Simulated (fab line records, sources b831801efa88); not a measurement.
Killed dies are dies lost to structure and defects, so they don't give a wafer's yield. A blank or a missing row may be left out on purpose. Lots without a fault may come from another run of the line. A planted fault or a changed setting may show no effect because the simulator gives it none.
A struck lot beside a sound one | flow sky130 | 44 steps out of a route of 708
Sound: wafers L562.2, L562.4, L562.5. Struck: wafers L574.1, L574.2, L574.6. The cause comes at the end.
At each step with rows: each side's tool, then ch and its chambers, then its first start. Under that, the readings that differ: sound wafers | struck wafers | difference of the means | sigmas: that difference in standard deviations of wafers without a fault.
alike: readings whose means differ by less than 2 such deviations, and words and numbers that are the same on both sides. not compared: withheld readings, readings that some wafer has no value for, bounds like >300 that may hide the same value, and numbers for which the record gives no deviation and whose values overlap.
The two part at a step that has a row with sigmas, a row that says differs or no value, or rows on one side only. Numbers that don't overlap but have no deviation are shown without sigmas and don't part them. A reading that every wafer of one side lacks parts them only if that side has two wafers or more.

first, 2 steps without rows for these wafers: SKY_DNWELL_DEVELOP_06 (develop time 62.21 s); SKY_DNWELL_IMPLANT_07.
SKY_DNWELL_STRIP_08: strips in O2/N2.
  sound on plasma_asher-02 ch 0,1, day 3 16:59; struck on plasma_asher-02 ch 0,1, day 6 06:03
  reading                      | sound             | struck            | difference | sigmas
  strip_time_to_endpoint_s (s) | 37.01 37.10 37.18 | 36.89 36.91 36.83 | -0.22      | -2
  alike: drypump_motor_current_A, oes_product_au
  not compared: rf_hours_counter_h
SKY_DNWELL_TW_MEAS_09:
  sound on film_metro-03, day 3 17:06; struck on film_metro-03, day 6 06:09
  alike: DNWELL_TW
then, 7 steps without rows for these wafers: SKY_PWDE_DEHYDRATE_00 (time 60 s); SKY_PWDE_HMDS_01 (prime time 60 s); SKY_PWDE_COAT_02 (resist thk 3000 nm); SKY_PWDE_SOFTBAKE_03; SKY_PWDE_EXPOSE_04 (exposes mask PWDEM, target cd 840 nm); SKY_PWDE_PEB_05; SKY_PWDE_DEVELOP_06 (develop time 60 s).
SKY_PWDE_OVL_MEAS_07:
  sound on overlay-01, day 4 08:56; struck on overlay-02, day 7 00:46
  reading       | sound          | struck      | difference | sigmas
  PWDE_OVL (nm) | -4.0 -3.7 -3.1 | 2.4 2.5 2.4 | +6.0       | +3
SKY_PWDE_IMPLANT_08:
  sound on implanter-04 ch 0, day 4 08:59; struck on implanter-04 ch 0, day 7 00:48
  reading                   | sound                | struck               | difference | sigmas
  beam_energy_keV           | 149.98 150.00 149.96 | 185.46 185.49 185.53 | +35.51     | +99 or more
  model.implant.rp_nm (nm)  | 420.4 420.4 420.4    | 518.3 518.3 518.3    | +97.9      |
  model.implant.drp_nm (nm) | 97.97 97.97 97.97    | 105.8 105.8 105.8    | +7.8       |
  alike: end_station_pressure_torr
SKY_PWDE_STRIP_09: strips in O2/N2.
  sound on plasma_asher-02 ch 0,1, day 4 09:07; struck on plasma_asher-02 ch 0,1, day 7 00:57
  alike: drypump_motor_current_A, oes_product_au, strip_time_to_endpoint_s
  not compared: rf_hours_counter_h
SKY_PWDE_TW_MEAS_10:
  sound on film_metro-01, day 4 09:13; struck on film_metro-01, day 7 01:04
  alike: PWDE_TW
then, 7 steps without rows for these wafers: SKY_NWELL_DEHYDRATE_03 (time 60 s); SKY_NWELL_HMDS_04 (prime time 60 s); SKY_NWELL_COAT_05 (resist thk 3000 nm); SKY_NWELL_SOFTBAKE_06; SKY_NWELL_EXPOSE_07 (exposes mask NWM, target cd 840 nm); SKY_NWELL_PEB_08; SKY_NWELL_DEVELOP_09 (develop time 61.01 s).
SKY_NWELL_OVL_MEAS_10:
  sound on overlay-01, day 5 02:25; struck on overlay-02, day 7 21:12
  alike: NWELL_00_OVL
then, 3 steps without rows for these wafers: SKY_NWELL_IMPLANT_11; SKY_NWELL_IMPLANT_12; SKY_NWELL_IMPLANT_13.
SKY_NWELL_STRIP_14: strips in O2/N2.
  sound on plasma_asher-04 ch 0,1, day 5 02:54; struck on plasma_asher-03 ch 0,1, day 7 21:41
  alike: drypump_motor_current_A, oes_product_au, strip_time_to_endpoint_s
  not compared: rf_hours_counter_h
SKY_NWELL_TW_MEAS_15:
  sound on film_metro-03, day 5 03:01; struck on film_metro-03, day 7 21:47
  alike: NWELL_TW
then, 7 steps without rows for these wafers: SKY_NWELL_DEHYDRATE_16 (time 60 s); SKY_NWELL_HMDS_17 (prime time 60 s); SKY_NWELL_COAT_18 (resist thk 3000 nm); SKY_NWELL_SOFTBAKE_19; SKY_NWELL_EXPOSE_20 (exposes mask NWM COMPLEMENT, target cd 840 nm); SKY_NWELL_PEB_21; SKY_NWELL_DEVELOP_22 (develop time 60 s).
SKY_NWELL_OVL_MEAS_23:
  sound on overlay-01, day 5 20:46; struck on overlay-02, day 8 18:17
  alike: NWELL_01_OVL
then, 1 step without rows for these wafers: SKY_NWELL_IMPLANT_24.
SKY_NWELL_STRIP_25: strips in O2/N2.
  sound on plasma_asher-01 ch 0,1, day 5 20:56; struck on plasma_asher-03 ch 0,1, day 8 18:29
  reading                     | sound          | struck         | difference | sigmas
  drypump_motor_current_A (A) | 5.14 5.09 5.07 | 5.40 5.79 5.81 | +0.57      | +2
  alike: oes_product_au, strip_time_to_endpoint_s
  not compared: rf_hours_counter_h
SKY_NWELL_TW_MEAS_26:
  sound on film_metro-04, day 5 21:03; struck on film_metro-03, day 8 18:35
  alike: NWELL_2_TW
then, 1 step without rows for these wafers: SKY_NWELL_CLEAN_27 (cleans in SC1/SC2, time 155.1 s).
SKY_NWELL_RTA_28: time 30 s.
  sound on rtp_anneal-01 ch 0, day 5 21:10; struck on rtp_anneal-02 ch 0, day 8 18:41
  alike: lamp_power_pct, wafer_temp_C_max
SKY_NWELL_RS_MEAS_29: measures by four-point-probe.
  sound on film_metro-03, day 5 21:16; struck on film_metro-01, day 8 18:53
  reading           | sound             | struck            | difference | sigmas
  NWELL_RS (ohm/sq) | 625.4 626.9 624.6 | 622.7 622.5 622.7 | -3.0       | -2
SKY_NWELL_RS_MEAS_31: measures by four-point-probe.
  sound on film_metro-03, day 5 21:31; struck on film_metro-01, day 8 19:08
  reading          | sound          | struck         | difference | sigmas
  PWDE_RS (ohm/sq) | 5268 5282 5269 | 5197 5206 5208 | -69        | -3
-- the record jumps here: 41 days lie between the struck wafers' starts before and after (it left off in module NWELL and takes up again in module PAD_OPEN, whose first step shown is number 708 of the route) --
SKY_PAD_OPEN_PROBE_99:
  sound on prober-01, day 46 22:16; struck on prober-01, day 49 20:03
  reading                                   | sound                         | struck         | difference | sigmas
  model.etest.res_p_drift_20v.line_ohm_um   | 1.216e+04 1.183e+04 1.205e+04 | 8881 8912 8740 | -3169      |
  model.etest.res_p_drift_20v.rs_ohm_sq     | 1.013e+04 9897 1.008e+04      | 7309 7423 7278 | -2699      |
  model.etest.res_pwde_under_gate.rs_ohm_sq | 6208 6222 6182                | 6391 6449 6425 | +218       |
  alike: killed_at_M0_to_M3, killed_at_M4_up, killed_at_contacts, killed_at_front_end, killed_at_other, killed_dies, killed_on_rim, killed_open, killed_short

WHERE THEY PART
First at SKY_DNWELL_STRIP_08; last, within this record, at SKY_NWELL_RS_MEAS_31. Later steps at which nothing parts them and some readings are alike: SKY_PAD_OPEN_PROBE_99.

WHY: what the simulator had put in
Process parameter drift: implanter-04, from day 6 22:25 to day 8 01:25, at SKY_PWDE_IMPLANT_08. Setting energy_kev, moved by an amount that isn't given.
